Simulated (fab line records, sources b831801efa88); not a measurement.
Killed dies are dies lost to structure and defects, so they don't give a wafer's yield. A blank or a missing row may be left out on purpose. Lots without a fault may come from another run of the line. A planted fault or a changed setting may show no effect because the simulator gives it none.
A struck lot beside a sound one | flow sky130 | 35 steps out of a route of 708
Sound: wafers L291.2, L291.3, L291.6. Struck: wafers L302.1, L302.3, L302.5. The cause comes at the end.
At each step with rows: each side's tool, then ch and its chambers, then its first start. Under that, the readings that differ: sound wafers | struck wafers | difference of the means | sigmas: that difference in standard deviations of wafers without a fault.
alike: readings whose means differ by less than 2 such deviations, and words and numbers that are the same on both sides. not compared: withheld readings, readings that some wafer has no value for, bounds like >300 that may hide the same value, and numbers for which the record gives no deviation and whose values overlap.
The two part at a step that has a row with sigmas, a row that says differs or no value, or rows on one side only. Numbers that don't overlap but have no deviation are shown without sigmas and don't part them. A reading that every wafer of one side lacks parts them only if that side has two wafers or more.

first, 10 steps without rows for these wafers: SKY_PWDE_COAT_02 (resist thk 3000 nm); SKY_PWDE_SOFTBAKE_03; SKY_PWDE_EXPOSE_04 (exposes mask PWDEM, target cd 840 nm); SKY_PWDE_PEB_05; SKY_PWDE_DEVELOP_06 (develop time 60 s); SKY_PWDE_IMPLANT_08; SKY_PWDE_STRIP_09 (strips in O2/N2); SKY_NWELL_DEHYDRATE_03 (time 60 s); SKY_NWELL_HMDS_04 (prime time 60 s); SKY_NWELL_COAT_05 (resist thk 3000 nm).
SKY_NWELL_SOFTBAKE_06:
  sound on litho_track-02 ch 0, day 5 16:49; struck on litho_track-02 ch 0, day 8 05:53
  reading                                 | sound                | struck               | difference | sigmas
  heater_power_total_W (W)                | 65.47 65.31 65.12    | 75.71 75.57 75.47    | +10.28     | +79
  plate_temp_C (C)                        | 110.02 109.98 109.93 | 122.59 122.66 122.55 | +12.62     | +90
  model.coat_of_NWELL_COAT_05.thk_nm (nm) | 3007 3000 3005       | 2912 2913 2914       | -91        |
  alike: resist_line_temp_C
then, 2 steps without rows for these wafers: SKY_NWELL_EXPOSE_07 (exposes mask NWM, target cd 840 nm); SKY_NWELL_PEB_08.
SKY_NWELL_DEVELOP_09: develop time 60 s.
  sound on litho_track-04 ch 0; struck on litho_track-03 ch 0
  reading                                 | sound          | struck         | difference | sigmas
  model.coat_of_NWELL_COAT_05.thk_nm (nm) | 3002 2995 3001 | 2908 2909 2910 | -90        |
  alike: resist_line_temp_C
then, 3 steps without rows for these wafers: SKY_NWELL_IMPLANT_11; SKY_NWELL_IMPLANT_12; SKY_NWELL_IMPLANT_13.
SKY_NWELL_STRIP_14: strips in O2/N2.
  sound on plasma_asher-02 ch 0,1, day 6 02:29; struck on plasma_asher-03 ch 0,1, day 8 16:50
  reading                      | sound             | struck            | difference | sigmas
  strip_time_to_endpoint_s (s) | 36.99 36.92 36.98 | 35.92 35.93 35.95 | -1.03      | -9
  alike: drypump_motor_current_A, n2_flow_sccm, oes_product_au
  not compared: rf_hours_counter_h
then, 15 steps without rows for these wafers: SKY_NWELL_DEHYDRATE_16 (time 60 s); SKY_NWELL_HMDS_17 (prime time 60 s); SKY_NWELL_COAT_18 (resist thk 3000 nm); SKY_NWELL_SOFTBAKE_19; SKY_NWELL_EXPOSE_20 (exposes mask NWM COMPLEMENT, target cd 840 nm); SKY_NWELL_PEB_21; SKY_NWELL_DEVELOP_22 (develop time 60 s); SKY_NWELL_IMPLANT_24; SKY_NWELL_STRIP_25 (strips in O2/N2); SKY_NWELL_CLEAN_27 (cleans in SC1/SC2, time 150 s); SKY_NWELL_RTA_28 (time 30 s); SKY_VT_ADJUST_HVTP_DEHYDRATE_00 (time 60 s); SKY_VT_ADJUST_HVTP_HMDS_01 (prime time 60 s); SKY_VT_ADJUST_HVTP_COAT_02 (resist thk 1140 nm); SKY_VT_ADJUST_HVTP_SOFTBAKE_03 (time 60 s).
-- the record jumps here: 38 days lie between the struck wafers' starts before and after (it left off in module VT_ADJUST_HVTP and takes up again in module METAL4, whose first step shown is number 631 of the route) --
SKY_METAL4_DESCUM_15: chemistry O2, time 8 s.
  sound on rie_metal-04 ch 0, day 43 21:46; struck on rie_metal-02 ch 0,1, day 46 17:22
  reading                 | sound             | struck            | difference | sigmas
  model.METAL4.cd_nm (nm) | 302.5 302.9 302.5 | 299.5 298.1 297.7 | -4.2       |
  alike: drypump_motor_current_A, oes_product_au
  not compared: rf_hours_counter_h
then, 1 step without rows for these wafers: SKY_PAD_OPEN_PROBE_99.

WHERE THEY PART
First at SKY_NWELL_SOFTBAKE_06; last, within this record, at SKY_NWELL_STRIP_14. Later steps at which nothing parts them and some readings are alike: SKY_METAL4_DESCUM_15.

WHY: what the simulator had put in
Process parameter drift: litho_track-02, from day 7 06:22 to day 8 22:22, at SKY_NWELL_SOFTBAKE_06. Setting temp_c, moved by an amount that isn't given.
